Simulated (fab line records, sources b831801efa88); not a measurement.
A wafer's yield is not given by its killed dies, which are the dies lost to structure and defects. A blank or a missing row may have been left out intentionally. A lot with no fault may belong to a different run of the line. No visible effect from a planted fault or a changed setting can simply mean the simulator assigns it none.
Which tool is to blame? | flow gf180mcu | Sampling: 14 lots, 42 wafers, 4 of 602 route steps

## WHAT EACH GAUGE READ, for each wafer
GF_M2_THK_MEAS_06: measures by xrf. Usual: for M2_ALCU_THK the level is 455 nm and the standard deviation is 4.7.
lot  | measured     | on           | M2_ALCU_THK (nm) | flag
L876 | day 18 02:12 | filmMetro-04 | 455 454 455      | 
L878 | day 18 20:16 | filmMetro-01 | 453 460 452      | 
L880 | day 19 16:13 | filmMetro-03 | 457 451 460      | 
L882 | day 20 12:14 | filmMetro-04 | 457 451 457      | 
L883 | day 20 20:17 | filmMetro-03 | 459 456 455      | 
L884 | day 21 03:34 | filmMetro-01 | 456 455 454      | 
L886 | day 22 00:50 | filmMetro-04 | 451 444 444      | 
L887 | day 22 10:48 | filmMetro-01 | 457 464 463      | 
L888 | day 22 14:32 | filmMetro-01 | 466 455 467      | 
L889 | day 22 22:00 | filmMetro-01 | 454 454 452      | 
L891 | day 23 15:16 | filmMetro-01 | 453 454 451      | 
L897 | day 25 17:28 | filmMetro-01 | 459 462 456      | 
L896 | day 25 19:47 | filmMetro-03 | 452 450 449      | 
L899 | day 26 04:50 | filmMetro-01 | 457 462 467      | 

GF_M2_OVL_MEAS_15. Usual: for M2_OVL the level is 4 nm and the standard deviation is 5.5.
lot  | measured     | on         | M2_OVL (nm) | flag
L876 | day 19 01:41 | overlay-02 | 0 7 4       | 
L878 | day 19 20:47 | overlay-02 | -1 -1 -6    | 
L880 | day 20 16:05 | overlay-01 | 4 0 0       | 
L882 | day 21 11:56 | overlay-02 | 0 3 -5      | 
L883 | day 21 20:19 | overlay-01 | 1 -1 -4     | 
L884 | day 22 03:02 | overlay-01 | 4 0 4       | 
L886 | day 22 22:50 | overlay-02 | -4 -3 -1    | 
L887 | day 23 09:14 | overlay-01 | - - -       | OFF
L888 | day 23 13:59 | overlay-01 | - - -       | OFF
L889 | day 23 20:20 | overlay-02 | 7 6 10      | 
L891 | day 24 13:46 | overlay-02 | 11 6 6      | 
L897 | day 26 14:20 | overlay-01 | 5 -1 2      | 
L896 | day 26 15:53 | overlay-02 | 4 1 1       | 
L899 | day 27 01:38 | overlay-02 | 8 10 8      | 

## WHAT TOOL EACH LOT RAN ON (gives the tool, then ch and the chambers of the sampled wafers, and finally the start)
lot  | GF_M1_STRIP_17                      | GF_M2_EXPOSE_11
L876 | plasmaAsher-02 ch 0,1, day 17 00:23 | krfScanner-02 ch 0, day 18 14:25
L878 | plasmaAsher-02 ch 0,1, day 17 16:52 | krfScanner-02 ch 0, day 19 08:18
L880 | plasmaAsher-04 ch 0,1, day 18 12:51 | krfScanner-01 ch 0, day 20 03:40
L882 | plasmaAsher-04 ch 0,1, day 19 08:32 | krfScanner-01 ch 0, day 21 00:34
L883 | plasmaAsher-02 ch 0,1, day 19 16:47 | krfScanner-02 ch 0, day 21 08:17
L884 | plasmaAsher-04 ch 0,1, day 20 00:32 | krfScanner-02 ch 0, day 21 15:22
L886 | plasmaAsher-02 ch 0,1, day 20 21:54 | krfScanner-02 ch 0, day 22 11:26
L887 | plasmaAsher-03 ch 0,1, day 21 08:11 | krfScanner-02, day 22 22:23
L888 | plasmaAsher-02 ch 0,1, day 21 12:14 | krfScanner-01, day 23 02:35
L889 | plasmaAsher-03 ch 0, day 21 19:25   | krfScanner-02 ch 0, day 23 08:38
L891 | plasmaAsher-04 ch 0,1, day 22 12:58 | krfScanner-02 ch 0, day 24 02:32
L897 | plasmaAsher-04 ch 0,1, day 24 16:49 | krfScanner-01 ch 0, day 26 03:56
L896 | plasmaAsher-03 ch 0,1, day 24 18:56 | krfScanner-01 ch 0, day 26 05:10
L899 | plasmaAsher-02 ch 0,1, day 25 04:10 | krfScanner-01 ch 0, day 26 15:35
- GF_M1_STRIP_17: strips in O2/N2.
- GF_M2_EXPOSE_11: exposes mask Metal2, target cd 280 nm.

## AS READ BY THE TOOLS THEMSELVES (means over the sampled wafers that have a number; for cases with no such wafer, the mark the record gives instead)
GF_M1_STRIP_17. Usual: drypumpMotorCurrentA 5.7 A, standard deviation 0.44; heaterPowerW 339 W, standard deviation 33; oesProductAu 0.557 a.u., standard deviation 0.0049; stripTimeToEndpointS 7.86 s, standard deviation 0.048.
lot  | tool           | drypumpMotorCurrentA (A) | heaterPowerW (W) | oesProductAu (a.u.) | stripTimeToEndpointS (s) | flag
L876 | plasmaAsher-02 | 5.7                      | 323              | 0.557               | 7.91                     | 
L878 | plasmaAsher-02 | 5.7                      | 329              | 0.558               | 7.87                     | 
L880 | plasmaAsher-04 | 6.1                      | 323              | 0.561               | 7.91                     | 
L882 | plasmaAsher-04 | 5.7                      | 313              | 0.559               | 7.84                     | 
L883 | plasmaAsher-02 | 5.9                      | 319              | 0.557               | 7.84                     | 
L884 | plasmaAsher-04 | 6.1                      | 316              | 0.562               | 7.89                     | 
L886 | plasmaAsher-02 | 5.8                      | 320              | 0.553               | 7.87                     | 
L887 | plasmaAsher-03 | 5.5                      | 387              | 0.562               | 7.93                     | 
L888 | plasmaAsher-02 | 5.9                      | 318              | 0.552               | 7.91                     | 
L889 | plasmaAsher-03 | 5.3                      | 392              | 0.561               | 7.91                     | 
L891 | plasmaAsher-04 | 6.2                      | 316              | 0.560               | 7.84                     | 
L897 | plasmaAsher-04 | 6.1                      | 317              | 0.553               | 7.79                     | 
L896 | plasmaAsher-03 | 5.5                      | 382              | 0.556               | 7.86                     | 
L899 | plasmaAsher-02 | 5.7                      | 325              | 0.551               | 7.85                     | 

GF_M2_EXPOSE_11. Usual: exposureDoseMJCm2 27.996, standard deviation 0.03; focusOffsetNm 0.0 nm, standard deviation 0.53.
lot  | tool          | exposureDoseMJCm2 | focusOffsetNm (nm) | flag
L876 | krfScanner-02 | 28.004            | 0.2                | 
L878 | krfScanner-02 | 28.025            | 0.0                | 
L880 | krfScanner-01 | 27.983            | 0.7                | 
L882 | krfScanner-01 | 27.973            | 0.4                | 
L883 | krfScanner-02 | 28.011            | 0.3                | 
L884 | krfScanner-02 | 28.016            | -0.2               | 
L886 | krfScanner-02 | 28.043            | 0.5                | 
L887 | krfScanner-02 | -                 | -                  | OFF
L888 | krfScanner-01 | -                 | -                  | OFF
L889 | krfScanner-02 | 27.987            | 0.0                | 
L891 | krfScanner-02 | 27.968            | 0.5                | 
L897 | krfScanner-01 | 28.028            | -0.4               | 
L896 | krfScanner-01 | 28.027            | 0.3                | 
L899 | krfScanner-01 | 27.998            | 0.5                | 

## THE ANSWER, worked out from the rows above alone
Rule: a lot counts as off when the mean over its wafers that have a number is more than 3 standard deviations away from the usual mean. Also off: a lot with no number at a reading for which 4 or more lots have one. The other lots that the step has rows for count as sound. First the gauges in route order, then the tools' own readings, where a lot's mean is used as printed above. The first step at which some lot is off is used, and at that step the reading that is off furthest; a lot without a number counts as furthest.
Off: L887, L888, at GF_M2_OVL_MEAS_15 (M2_OVL). Without a number there: L887, L888.
If a tool, at a process step before that reading, ran all the lots that are off and no sound lot after the first of them, it fits. Not tried: the gauges at GF_M2_OVL_MEAS_15; whatever is off there is also off at GF_M2_EXPOSE_11, on other tools, and gauge error can't account for it. None of those tried fits.

## WHAT THE SIMULATOR HAD INSERTED
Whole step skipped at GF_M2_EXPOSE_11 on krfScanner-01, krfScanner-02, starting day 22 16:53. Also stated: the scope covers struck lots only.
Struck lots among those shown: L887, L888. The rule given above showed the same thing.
